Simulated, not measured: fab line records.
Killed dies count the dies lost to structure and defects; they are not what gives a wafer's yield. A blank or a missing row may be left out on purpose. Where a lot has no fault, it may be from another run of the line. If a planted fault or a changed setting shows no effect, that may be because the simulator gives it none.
Which tool was responsible? | flow sky130 | 39 wafers from 13 lots sampled at 2 of the route's 708 steps

## WHAT THE GAUGES SHOWED, per wafer
SKY_VIA4_THK_MEAS_01. Usual: VIA4_HDPCVD_THK typically reads 1750 nm, with standard deviation 15.
lot  | measured     | on            | VIA4_HDPCVD_THK (nm) | flag
L363 | day 41 10:42 | film metro-02 | 1754 1745 1728       |
L364 | day 42 06:08 | film metro-01 | 1774 1753 1765       |
L365 | day 42 07:19 | film metro-02 | 1736 1763 1754       |
L368 | day 43 05:37 | film metro-01 | 1749 1765 1741       |
L369 | day 43 16:13 | film metro-01 | 1734 1733 1744       |
L376 | day 45 12:28 | film metro-02 | 1747 1742 1740       |
L380 | day 46 07:08 | film metro-02 | 1734 1735 1740       |
L381 | day 46 17:40 | film metro-03 | 1776 1765 1773       |
L382 | day 46 19:33 | film metro-01 | 1763 1728 1742       |
L383 | day 47 02:23 | film metro-03 | 1765 1770 1768       |
L384 | day 47 05:43 | film metro-01 | 1790 1778 1770       |
L385 | day 47 09:50 | film metro-03 | 1753 1753 1760       |
L386 | day 47 12:01 | film metro-01 | 1755 1745 1748       |

## TOOL THAT RAN EACH LOT (tool first, then ch and the chambers of the sampled wafers, then the start)
lot  | SKY_FIELD_ISO_ETCH_15
L363 | rie diel-02 ch 0,2, day 2 02:57
L364 | rie diel-02 ch 2,3, day 2 11:56
L365 | rie diel-02 ch 1,2,3, day 2 15:42
L368 | rie diel-02 ch 1,2,3, day 3 08:24
L369 | rie diel-01 ch 2,3, day 3 11:32
L376 | rie diel-04 ch 1,2,3, day 5 00:17
L380 | rie diel-02 ch 0,1,3, day 5 21:39
L381 | rie diel-01 ch 1,2,3, day 6 03:49
L382 | rie diel-04 ch 0,1,3, day 6 08:33
L383 | rie diel-01 ch 0,1,2, day 6 12:26
L384 | rie diel-02 ch 0,1,3, day 6 19:33
L385 | rie diel-02 ch 1,3, day 6 21:50
L386 | rie diel-01 ch 0,2,3, day 7 02:50
- SKY_FIELD_ISO_ETCH_15: etches the open film in CHF3/O2, stops on Si, target depth 180 nm, time 72 s.

## WHAT THE TOOLS THEMSELVES READ (means of the sampled wafers that have a number; where no wafer has one, the mark that the record gives instead)
SKY_FIELD_ISO_ETCH_15. Usual: drypump motor current A 5.7 A, standard deviation 0.33; oes product au 0.940 a.u., standard deviation 0.0064; throttle valve pct 8.842 %, standard deviation 0.0082.
lot  | tool        | drypump motor current A (A) | oes product au (a.u.) | throttle valve pct (%) | flag
L363 | rie diel-02 | 6.0                         | 0.941                 | 8.845                  |
L364 | rie diel-02 | 6.2                         | 0.938                 | 8.838                  |
L365 | rie diel-02 | 6.0                         | 0.930                 | 8.835                  |
L368 | rie diel-02 | 5.9                         | 0.933                 | 8.844                  |
L369 | rie diel-01 | 5.8                         | 0.945                 | 8.839                  |
L376 | rie diel-04 | 5.4                         | 0.933                 | 8.849                  |
L380 | rie diel-02 | 5.7                         | 0.941                 | 8.844                  |
L381 | rie diel-01 | 5.9                         | 0.941                 | 8.846                  |
L382 | rie diel-04 | 5.5                         | 0.947                 | 8.841                  |
L383 | rie diel-01 | 5.9                         | 0.936                 | 8.845                  |
L384 | rie diel-02 | 5.7                         | 0.946                 | 8.849                  |
L385 | rie diel-02 | 5.7                         | 0.944                 | 8.844                  |
L386 | rie diel-01 | 5.8                         | 0.940                 | 8.834                  |

## THE ANSWER, worked out from the rows above alone
Rule: take the mean of a lot's wafers that have a number; if it is more than 3 standard deviations from the usual mean, the lot is off. A lot without any number at a reading at which 4 lots or more have one is off too. Where the step has rows for the other lots, those lots are counted as sound. Order of review: gauges by route order, followed by the tools' own readings, for which a lot's mean as printed above is used. The first step at which some lot is off is used, and at that step the reading that is off furthest; a lot without a number counts as furthest.
No lot is off at any reading shown: from this, nothing can be told.

## WHAT HAD BEEN PUT IN BY THE SIMULATOR
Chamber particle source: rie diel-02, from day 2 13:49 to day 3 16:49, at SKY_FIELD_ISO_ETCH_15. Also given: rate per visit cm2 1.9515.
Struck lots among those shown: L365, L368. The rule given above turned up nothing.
